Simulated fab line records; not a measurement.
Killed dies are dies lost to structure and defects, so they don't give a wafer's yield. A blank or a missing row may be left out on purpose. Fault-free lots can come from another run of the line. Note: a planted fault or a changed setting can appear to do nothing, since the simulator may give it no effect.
Which tool was responsible? / flow gf180mcu / Sampling: 24 lots, 72 wafers, 6 of 602 route steps

== WHAT THE GAUGES READ, wafer by wafer ==
GF_M1_OVL_MEAS_15.
lot=L074; measured=day 17 05:25; on=overlay-01; M1_OVL (nm)=-1 -5 0
lot=L075; measured=day 17 12:39; on=overlay-02; M1_OVL (nm)=-6 -7 -9
lot=L076; measured=day 17 22:58; on=overlay-02; M1_OVL (nm)=-3 -1 -3
lot=L077; measured=day 18 11:27; on=overlay-01; M1_OVL (nm)=2 0 4
lot=L078; measured=day 18 17:02; on=overlay-01; M1_OVL (nm)=-9 -6 -8
lot=L079; measured=day 19 07:19; on=overlay-01; M1_OVL (nm)=-4 -4 -4
lot=L080; measured=day 19 17:08; on=overlay-02; M1_OVL (nm)=1 5 0
lot=L081; measured=day 20 00:45; on=overlay-01; M1_OVL (nm)=5 5 5
lot=L082; measured=day 20 05:39; on=overlay-01; M1_OVL (nm)=-7 -8 -12
lot=L083; measured=day 20 17:06; on=overlay-02; M1_OVL (nm)=-8 -10 -5
lot=L084; measured=day 21 02:51; on=overlay-02; M1_OVL (nm)=2 -1 8
lot=L085; measured=day 21 09:16; on=overlay-01; M1_OVL (nm)=3 -1 1
lot=L086; measured=day 21 10:07; on=overlay-02; M1_OVL (nm)=-5 -3 -6
lot=L087; measured=day 22 02:34; on=overlay-01; M1_OVL (nm)=6 1 -2
lot=L088; measured=day 22 08:28; on=overlay-01; M1_OVL (nm)=5 1 11
lot=L089; measured=day 22 18:43; on=overlay-02; M1_OVL (nm)=0 3 3
lot=L090; measured=day 22 22:54; on=overlay-02; M1_OVL (nm)=-11 -4 -3
lot=L091; measured=day 23 07:43; on=overlay-01; M1_OVL (nm)=2 -1 -7
lot=L092; measured=day 23 16:37; on=overlay-01; M1_OVL (nm)=-9 -14 -11
lot=L093; measured=day 24 01:22; on=overlay-01; M1_OVL (nm)=9 9 14
lot=L094; measured=day 24 06:21; on=overlay-02; M1_OVL (nm)=-3 -7 -4
lot=L095; measured=day 24 13:55; on=overlay-02; M1_OVL (nm)=1 1 2
lot=L096; measured=day 25 01:46; on=overlay-02; M1_OVL (nm)=-13 -5 -6
lot=L097; measured=day 25 02:07; on=overlay-02; M1_OVL (nm)=8 6 4

GF_TOP_METAL_OVL_MEAS_15.
lot=L074; measured=day 28 05:45; on=overlay-02; TOP_METAL_OVL (nm)=-2.0 -0.8 -0.9
lot=L075; measured=day 28 10:46; on=overlay-02; TOP_METAL_OVL (nm)=-1.5 -2.8 -2.8
lot=L076; measured=day 28 21:40; on=overlay-02; TOP_METAL_OVL (nm)=-0.9 -1.7 0.1
lot=L077; measured=day 29 05:49; on=overlay-02; TOP_METAL_OVL (nm)=-0.3 0.0 -0.1
lot=L078; measured=day 29 10:01; on=overlay-02; TOP_METAL_OVL (nm)=-2.1 -2.0 -1.0
lot=L079; measured=day 29 22:58; on=overlay-01; TOP_METAL_OVL (nm)=-0.7 -0.2 1.0
lot=L080; measured=day 30 04:51; on=overlay-01; TOP_METAL_OVL (nm)=-1.2 0.1 -1.4
lot=L081; measured=day 30 10:59; on=overlay-02; TOP_METAL_OVL (nm)=-2.4 -3.0 -2.8
lot=L082; measured=day 30 15:32; on=overlay-01; TOP_METAL_OVL (nm)=-1.6 -3.5 -1.2
lot=L083; measured=day 30 22:56; on=overlay-01; TOP_METAL_OVL (nm)=-0.9 -1.4 -1.3
lot=L084; measured=day 31 07:44; on=overlay-01; TOP_METAL_OVL (nm)=-0.1 0.9 -0.9
lot=L085; measured=day 31 13:26; on=overlay-02; TOP_METAL_OVL (nm)=-3.3 -1.7 -2.6
lot=L086; measured=day 31 12:01; on=overlay-01; TOP_METAL_OVL (nm)=-3.9 -1.8 -2.1
lot=L087; measured=day 32 01:01; on=overlay-01; TOP_METAL_OVL (nm)=-1.8 -2.3 -1.6
lot=L088; measured=day 32 04:49; on=overlay-01; TOP_METAL_OVL (nm)=-2.5 -3.5 -2.5
lot=L089; measured=day 32 11:43; on=overlay-02; TOP_METAL_OVL (nm)=-4.5 -1.5 -2.4
lot=L090; measured=day 32 16:46; on=overlay-02; TOP_METAL_OVL (nm)=0.1 -0.5 -1.0
lot=L091; measured=day 32 21:01; on=overlay-01; TOP_METAL_OVL (nm)=-3.6 -3.5 -3.1
lot=L092; measured=day 33 04:45; on=overlay-02; TOP_METAL_OVL (nm)=0.0 -1.2 -2.5
lot=L093; measured=day 33 09:26; on=overlay-02; TOP_METAL_OVL (nm)=-2.9 -1.6 -2.7
lot=L094; measured=day 33 13:46; on=overlay-01; TOP_METAL_OVL (nm)=-1.7 -1.1 -1.9
lot=L095; measured=day 33 19:10; on=overlay-01; TOP_METAL_OVL (nm)=-1.8 -1.7 -2.1
lot=L096; measured=day 34 03:10; on=overlay-02; TOP_METAL_OVL (nm)=-2.6 -2.7 -1.7
lot=L097; measured=day 34 04:37; on=overlay-02; TOP_METAL_OVL (nm)=-2.5 -1.3 -2.0

== WHAT TOOL EACH LOT RAN ON (gives the tool, then ch and the chambers of the sampled wafers, and finally the start) ==
lot=L074; GF_V1_ETCH_16=rieDiel-01 ch 1,2,3, day 18 06:26; GF_V2_CMP_04=cmp-01 ch 0,3, day 19 08:44; GF_M3_SPUTTER_03=pvdSputter-03, day 20 11:37; GF_MIM_SPUTTER_09=pvdSputter-03, day 24 14:56
lot=L075; GF_V1_ETCH_16=rieDiel-01 ch 0,2, day 18 13:44; GF_V2_CMP_04=cmp-01 ch 1,2,3, day 19 16:45; GF_M3_SPUTTER_03=pvdSputter-01, day 20 19:00; GF_MIM_SPUTTER_09=pvdSputter-01, day 24 20:50
lot=L076; GF_V1_ETCH_16=rieDiel-03 ch 0,2,3, day 19 00:53; GF_V2_CMP_04=cmp-02 ch 1,2,3, day 20 04:02; GF_M3_SPUTTER_03=pvdSputter-01, day 21 05:46; GF_MIM_SPUTTER_09=pvdSputter-01, day 25 08:59
lot=L077; GF_V1_ETCH_16=rieDiel-03 ch 0,2, day 19 13:26; GF_V2_CMP_04=cmp-02 ch 1,2,3, day 20 16:31; GF_M3_SPUTTER_03=pvdSputter-02, day 21 18:08; GF_MIM_SPUTTER_09=pvdSputter-02, day 25 17:46
lot=L078; GF_V1_ETCH_16=rieDiel-03 ch 0,1,3, day 19 18:39; GF_V2_CMP_04=cmp-02 ch 1,2, day 20 22:04; GF_M3_SPUTTER_03=pvdSputter-03, day 21 23:47; GF_MIM_SPUTTER_09=pvdSputter-03, day 25 22:31
lot=L079; GF_V1_ETCH_16=rieDiel-01 ch 1,2, day 20 09:29; GF_V2_CMP_04=cmp-01 ch 1,2, day 21 12:10; GF_M3_SPUTTER_03=pvdSputter-03, day 22 13:35; GF_MIM_SPUTTER_09=pvdSputter-03, day 26 12:52
lot=L080; GF_V1_ETCH_16=rieDiel-03 ch 0,2,3, day 20 18:56; GF_V2_CMP_04=cmp-02 ch 0,2,3, day 21 21:09; GF_M3_SPUTTER_03=pvdSputter-01, day 22 22:29; GF_MIM_SPUTTER_09=pvdSputter-03, day 26 20:16
lot=L081; GF_V1_ETCH_16=rieDiel-04 ch 1,2,3, day 21 02:14; GF_V2_CMP_04=cmp-01 ch 1,2,3, day 22 03:55; GF_M3_SPUTTER_03=pvdSputter-03, day 23 05:14; GF_MIM_SPUTTER_09=pvdSputter-03, day 27 01:56
lot=L082; GF_V1_ETCH_16=rieDiel-01 ch 1,2,3, day 21 07:11; GF_V2_CMP_04=cmp-01 ch 1,2,3, day 22 09:56; GF_M3_SPUTTER_03=pvdSputter-01, day 23 10:55; GF_MIM_SPUTTER_09=pvdSputter-01, day 27 07:19
lot=L083; GF_V1_ETCH_16=rieDiel-01 ch 0,1, day 21 18:31; GF_V2_CMP_04=cmp-02 ch 0,1, day 22 21:07; GF_M3_SPUTTER_03=pvdSputter-03, day 23 21:40; GF_MIM_SPUTTER_09=pvdSputter-03, day 27 15:55
lot=L084; GF_V1_ETCH_16=rieDiel-04 ch 1,3, day 22 03:55; GF_V2_CMP_04=cmp-01 ch 0,1,3, day 23 05:59; GF_M3_SPUTTER_03=pvdSputter-03, day 24 06:49; GF_MIM_SPUTTER_09=pvdSputter-03, day 28 01:16
lot=L085; GF_V1_ETCH_16=rieDiel-01 ch 1,2,3, day 22 10:20; GF_V2_CMP_04=cmp-01 ch 0,1,2, day 23 11:57; GF_M3_SPUTTER_03=pvdSputter-03, day 24 12:45; GF_MIM_SPUTTER_09=pvdSputter-01, day 28 07:13
lot=L086; GF_V1_ETCH_16=rieDiel-03 ch 1,3, day 22 11:02; GF_V2_CMP_04=cmp-01 ch 0,2,3, day 23 12:33; GF_M3_SPUTTER_03=pvdSputter-02, day 24 13:03; GF_MIM_SPUTTER_09=pvdSputter-03, day 28 06:37
lot=L087; GF_V1_ETCH_16=rieDiel-03 ch 0,2,3, day 23 03:22; GF_V2_CMP_04=cmp-02 ch 1,3, day 24 04:35; GF_M3_SPUTTER_03=pvdSputter-02, day 25 04:42; GF_MIM_SPUTTER_09=pvdSputter-02, day 28 21:35
lot=L088; GF_V1_ETCH_16=rieDiel-03 ch 0,1,3, day 23 08:41; GF_V2_CMP_04=cmp-01 ch 0,1,2, day 24 09:53; GF_M3_SPUTTER_03=pvdSputter-02, day 25 09:08; GF_MIM_SPUTTER_09=pvdSputter-02, day 29 00:34
lot=L089; GF_V1_ETCH_16=rieDiel-03 ch 2,3, day 23 19:11; GF_V2_CMP_04=cmp-02 ch 0,2, day 24 19:11; GF_M3_SPUTTER_03=pvdSputter-03, day 25 18:11; GF_MIM_SPUTTER_09=pvdSputter-01, day 29 08:41
lot=L090; GF_V1_ETCH_16=rieDiel-01 ch 0,2,3, day 23 22:47; GF_V2_CMP_04=cmp-02 ch 0,2,3, day 25 00:13; GF_M3_SPUTTER_03=pvdSputter-01, day 25 23:46; GF_MIM_SPUTTER_09=pvdSputter-01, day 29 14:45
lot=L091; GF_V1_ETCH_16=rieDiel-01 ch 0,3, day 24 07:44; GF_V2_CMP_04=cmp-01 ch 1,2,3, day 25 08:17; GF_M3_SPUTTER_03=pvdSputter-03, day 26 07:44; GF_MIM_SPUTTER_09=pvdSputter-03, day 29 20:38
lot=L092; GF_V1_ETCH_16=rieDiel-03 ch 0,1,2, day 24 16:19; GF_V2_CMP_04=cmp-01 ch 1,3, day 25 16:29; GF_M3_SPUTTER_03=pvdSputter-02, day 26 15:40; GF_MIM_SPUTTER_09=pvdSputter-03, day 30 04:25
lot=L093; GF_V1_ETCH_16=rieDiel-03 ch 0,2,3, day 25 00:32; GF_V2_CMP_04=cmp-02 ch 0,1,3, day 26 00:27; GF_M3_SPUTTER_03=pvdSputter-03, day 26 22:46; GF_MIM_SPUTTER_09=pvdSputter-03, day 30 10:38
lot=L094; GF_V1_ETCH_16=rieDiel-04 ch 0,1,3, day 25 05:53; GF_V2_CMP_04=cmp-01 ch 1,2,3, day 26 05:43; GF_M3_SPUTTER_03=pvdSputter-01, day 27 04:00; GF_MIM_SPUTTER_09=pvdSputter-02, day 30 15:00
lot=L095; GF_V1_ETCH_16=rieDiel-03 ch 1,2,3, day 25 12:20; GF_V2_CMP_04=cmp-02 ch 1,2,3, day 26 12:05; GF_M3_SPUTTER_03=pvdSputter-02, day 27 10:41; GF_MIM_SPUTTER_09=pvdSputter-01, day 30 21:19
lot=L096; GF_V1_ETCH_16=rieDiel-04 ch 1,2, day 26 00:23; GF_V2_CMP_04=cmp-01 ch 2,3, day 26 23:11; GF_M3_SPUTTER_03=pvdSputter-01, day 27 21:48; GF_MIM_SPUTTER_09=pvdSputter-01, day 31 07:08
lot=L097; GF_V1_ETCH_16=rieDiel-01 ch 0,3, day 26 00:56; GF_V2_CMP_04=cmp-02 ch 0,1,3, day 27 00:20; GF_M3_SPUTTER_03=pvdSputter-01, day 27 23:02; GF_MIM_SPUTTER_09=pvdSputter-03, day 31 08:31
- GF_V1_ETCH_16: etches BARC in N2/H2.
- GF_V2_CMP_04: polishes SiO2.
- GF_M3_SPUTTER_03: material Ti, target thk 10 nm, time 6.7 s.
- GF_MIM_SPUTTER_09: material TiN, target thk 35 nm, time 29.2 s.

== AS READ BY THE TOOLS THEMSELVES (means over the sampled wafers that have a number; for cases with no such wafer, the mark the record gives instead) ==
GF_V1_ETCH_16.
lot=L074; tool=rieDiel-01; drypumpMotorCurrentA (A)=5.5; oesProductAu (a.u.)=0.850; throttleValvePct (%)=13.226
lot=L075; tool=rieDiel-01; drypumpMotorCurrentA (A)=5.0; oesProductAu (a.u.)=0.855; throttleValvePct (%)=13.230
lot=L076; tool=rieDiel-03; drypumpMotorCurrentA (A)=5.9; oesProductAu (a.u.)=0.855; throttleValvePct (%)=13.232
lot=L077; tool=rieDiel-03; drypumpMotorCurrentA (A)=6.2; oesProductAu (a.u.)=0.855; throttleValvePct (%)=13.227
lot=L078; tool=rieDiel-03; drypumpMotorCurrentA (A)=6.2; oesProductAu (a.u.)=0.854; throttleValvePct (%)=13.226
lot=L079; tool=rieDiel-01; drypumpMotorCurrentA (A)=5.2; oesProductAu (a.u.)=0.851; throttleValvePct (%)=13.224
lot=L080; tool=rieDiel-03; drypumpMotorCurrentA (A)=6.0; oesProductAu (a.u.)=0.853; throttleValvePct (%)=13.230
lot=L081; tool=rieDiel-04; drypumpMotorCurrentA (A)=5.8; oesProductAu (a.u.)=0.858; throttleValvePct (%)=13.227
lot=L082; tool=rieDiel-01; drypumpMotorCurrentA (A)=5.5; oesProductAu (a.u.)=0.856; throttleValvePct (%)=13.220
lot=L083; tool=rieDiel-01; drypumpMotorCurrentA (A)=5.2; oesProductAu (a.u.)=0.854; throttleValvePct (%)=13.228
lot=L084; tool=rieDiel-04; drypumpMotorCurrentA (A)=5.8; oesProductAu (a.u.)=0.853; throttleValvePct (%)=13.223
lot=L085; tool=rieDiel-01; drypumpMotorCurrentA (A)=5.5; oesProductAu (a.u.)=0.858; throttleValvePct (%)=13.223
lot=L086; tool=rieDiel-03; drypumpMotorCurrentA (A)=6.0; oesProductAu (a.u.)=0.855; throttleValvePct (%)=13.231
lot=L087; tool=rieDiel-03; drypumpMotorCurrentA (A)=6.0; oesProductAu (a.u.)=0.852; throttleValvePct (%)=13.220
lot=L088; tool=rieDiel-03; drypumpMotorCurrentA (A)=6.1; oesProductAu (a.u.)=0.854; throttleValvePct (%)=13.218
lot=L089; tool=rieDiel-03; drypumpMotorCurrentA (A)=5.8; oesProductAu (a.u.)=0.848; throttleValvePct (%)=13.221
lot=L090; tool=rieDiel-01; drypumpMotorCurrentA (A)=5.4; oesProductAu (a.u.)=0.861; throttleValvePct (%)=13.231
lot=L091; tool=rieDiel-01; drypumpMotorCurrentA (A)=5.7; oesProductAu (a.u.)=0.850; throttleValvePct (%)=13.220
lot=L092; tool=rieDiel-03; drypumpMotorCurrentA (A)=5.9; oesProductAu (a.u.)=0.854; throttleValvePct (%)=13.222
lot=L093; tool=rieDiel-03; drypumpMotorCurrentA (A)=6.0; oesProductAu (a.u.)=0.857; throttleValvePct (%)=13.224
lot=L094; tool=rieDiel-04; drypumpMotorCurrentA (A)=5.7; oesProductAu (a.u.)=0.850; throttleValvePct (%)=13.221
lot=L095; tool=rieDiel-03; drypumpMotorCurrentA (A)=5.7; oesProductAu (a.u.)=0.852; throttleValvePct (%)=13.226
lot=L096; tool=rieDiel-04; drypumpMotorCurrentA (A)=5.8; oesProductAu (a.u.)=0.856; throttleValvePct (%)=13.215
lot=L097; tool=rieDiel-01; drypumpMotorCurrentA (A)=5.7; oesProductAu (a.u.)=0.854; throttleValvePct (%)=13.243

GF_V2_CMP_04.
lot=L074; tool=cmp-01; motorCurrentA (A)=9.9; timeToEndpointS (s)=76
lot=L075; tool=cmp-01; motorCurrentA (A)=12.1; timeToEndpointS (s)=82
lot=L076; tool=cmp-02; motorCurrentA (A)=12.4; timeToEndpointS (s)=85
lot=L077; tool=cmp-02; motorCurrentA (A)=11.9; timeToEndpointS (s)=82
lot=L078; tool=cmp-02; motorCurrentA (A)=12.4; timeToEndpointS (s)=85
lot=L079; tool=cmp-01; motorCurrentA (A)=12.9; timeToEndpointS (s)=85
lot=L080; tool=cmp-02; motorCurrentA (A)=12.0; timeToEndpointS (s)=83
lot=L081; tool=cmp-01; motorCurrentA (A)=11.7; timeToEndpointS (s)=85
lot=L082; tool=cmp-01; motorCurrentA (A)=11.6; timeToEndpointS (s)=87
lot=L083; tool=cmp-02; motorCurrentA (A)=13.4; timeToEndpointS (s)=83
lot=L084; tool=cmp-01; motorCurrentA (A)=11.2; timeToEndpointS (s)=84
lot=L085; tool=cmp-01; motorCurrentA (A)=11.8; timeToEndpointS (s)=79
lot=L086; tool=cmp-01; motorCurrentA (A)=10.8; timeToEndpointS (s)=83
lot=L087; tool=cmp-02; motorCurrentA (A)=13.3; timeToEndpointS (s)=79
lot=L088; tool=cmp-01; motorCurrentA (A)=11.2; timeToEndpointS (s)=82
lot=L089; tool=cmp-02; motorCurrentA (A)=11.4; timeToEndpointS (s)=83
lot=L090; tool=cmp-02; motorCurrentA (A)=11.6; timeToEndpointS (s)=79
lot=L091; tool=cmp-01; motorCurrentA (A)=11.4; timeToEndpointS (s)=80
lot=L092; tool=cmp-01; motorCurrentA (A)=11.4; timeToEndpointS (s)=82
lot=L093; tool=cmp-02; motorCurrentA (A)=12.1; timeToEndpointS (s)=82
lot=L094; tool=cmp-01; motorCurrentA (A)=11.5; timeToEndpointS (s)=79
lot=L095; tool=cmp-02; motorCurrentA (A)=12.4; timeToEndpointS (s)=86
lot=L096; tool=cmp-01; motorCurrentA (A)=12.0; timeToEndpointS (s)=83
lot=L097; tool=cmp-02; motorCurrentA (A)=12.2; timeToEndpointS (s)=79

GF_M3_SPUTTER_03.
lot=L074; tool=pvdSputter-03; throttleValvePct (%)=28.8
lot=L075; tool=pvdSputter-01; throttleValvePct (%)=30.0
lot=L076; tool=pvdSputter-01; throttleValvePct (%)=29.7
lot=L077; tool=pvdSputter-02; throttleValvePct (%)=29.1
lot=L078; tool=pvdSputter-03; throttleValvePct (%)=29.2
lot=L079; tool=pvdSputter-03; throttleValvePct (%)=29.2
lot=L080; tool=pvdSputter-01; throttleValvePct (%)=30.2
lot=L081; tool=pvdSputter-03; throttleValvePct (%)=29.4
lot=L082; tool=pvdSputter-01; throttleValvePct (%)=30.0
lot=L083; tool=pvdSputter-03; throttleValvePct (%)=29.0
lot=L084; tool=pvdSputter-03; throttleValvePct (%)=29.3
lot=L085; tool=pvdSputter-03; throttleValvePct (%)=29.5
lot=L086; tool=pvdSputter-02; throttleValvePct (%)=30.0
lot=L087; tool=pvdSputter-02; throttleValvePct (%)=29.2
lot=L088; tool=pvdSputter-02; throttleValvePct (%)=30.0
lot=L089; tool=pvdSputter-03; throttleValvePct (%)=28.8
lot=L090; tool=pvdSputter-01; throttleValvePct (%)=29.8
lot=L091; tool=pvdSputter-03; throttleValvePct (%)=28.8
lot=L092; tool=pvdSputter-02; throttleValvePct (%)=29.9
lot=L093; tool=pvdSputter-03; throttleValvePct (%)=29.0
lot=L094; tool=pvdSputter-01; throttleValvePct (%)=30.1
lot=L095; tool=pvdSputter-02; throttleValvePct (%)=29.8
lot=L096; tool=pvdSputter-01; throttleValvePct (%)=29.9
lot=L097; tool=pvdSputter-01; throttleValvePct (%)=30.2

GF_MIM_SPUTTER_09.
lot=L074; tool=pvdSputter-03; throttleValvePct (%)=29.5
lot=L075; tool=pvdSputter-01; throttleValvePct (%)=30.1
lot=L076; tool=pvdSputter-01; throttleValvePct (%)=29.7
lot=L077; tool=pvdSputter-02; throttleValvePct (%)=29.4
lot=L078; tool=pvdSputter-03; throttleValvePct (%)=29.1
lot=L079; tool=pvdSputter-03; throttleValvePct (%)=29.3
lot=L080; tool=pvdSputter-03; throttleValvePct (%)=29.2
lot=L081; tool=pvdSputter-03; throttleValvePct (%)=28.9
lot=L082; tool=pvdSputter-01; throttleValvePct (%)=29.7
lot=L083; tool=pvdSputter-03; throttleValvePct (%)=29.1
lot=L084; tool=pvdSputter-03; throttleValvePct (%)=29.0
lot=L085; tool=pvdSputter-01; throttleValvePct (%)=29.3
lot=L086; tool=pvdSputter-03; throttleValvePct (%)=29.2
lot=L087; tool=pvdSputter-02; throttleValvePct (%)=29.2
lot=L088; tool=pvdSputter-02; throttleValvePct (%)=30.1
lot=L089; tool=pvdSputter-01; throttleValvePct (%)=29.9
lot=L090; tool=pvdSputter-01; throttleValvePct (%)=29.7
lot=L091; tool=pvdSputter-03; throttleValvePct (%)=29.0
lot=L092; tool=pvdSputter-03; throttleValvePct (%)=29.3
lot=L093; tool=pvdSputter-03; throttleValvePct (%)=29.2
lot=L094; tool=pvdSputter-02; throttleValvePct (%)=29.9
lot=L095; tool=pvdSputter-01; throttleValvePct (%)=29.6
lot=L096; tool=pvdSputter-01; throttleValvePct (%)=29.9
lot=L097; tool=pvdSputter-03; throttleValvePct (%)=29.1

== THE ANSWER, worked out from the rows above alone ==
Rule: the usual values come from the lots themselves. Put in order of their means at a reading, lots are off if they are a third of the lots or fewer, leave a main group of 4 or more, and stand apart from it by a gap of 3 or more times the standard deviation of the main group's means; of several such gaps the widest counts. The tables above print the reading to a certain number of digits; a main group whose means all agree to those digits is not used. A lot without any number at a reading at which 4 lots or more have one is off too. The other lots that the step has rows for count as sound. After the gauges, taken in route order, come the tools' own readings; for these a lot's mean is taken, as printed above. At the first step where some lot is off, the reading lying furthest off is the one used; lots without a number count as furthest.
Across all readings shown, no lot is off: no conclusion can be drawn from this.

== WHAT HAD BEEN PUT IN BY THE SIMULATOR ==
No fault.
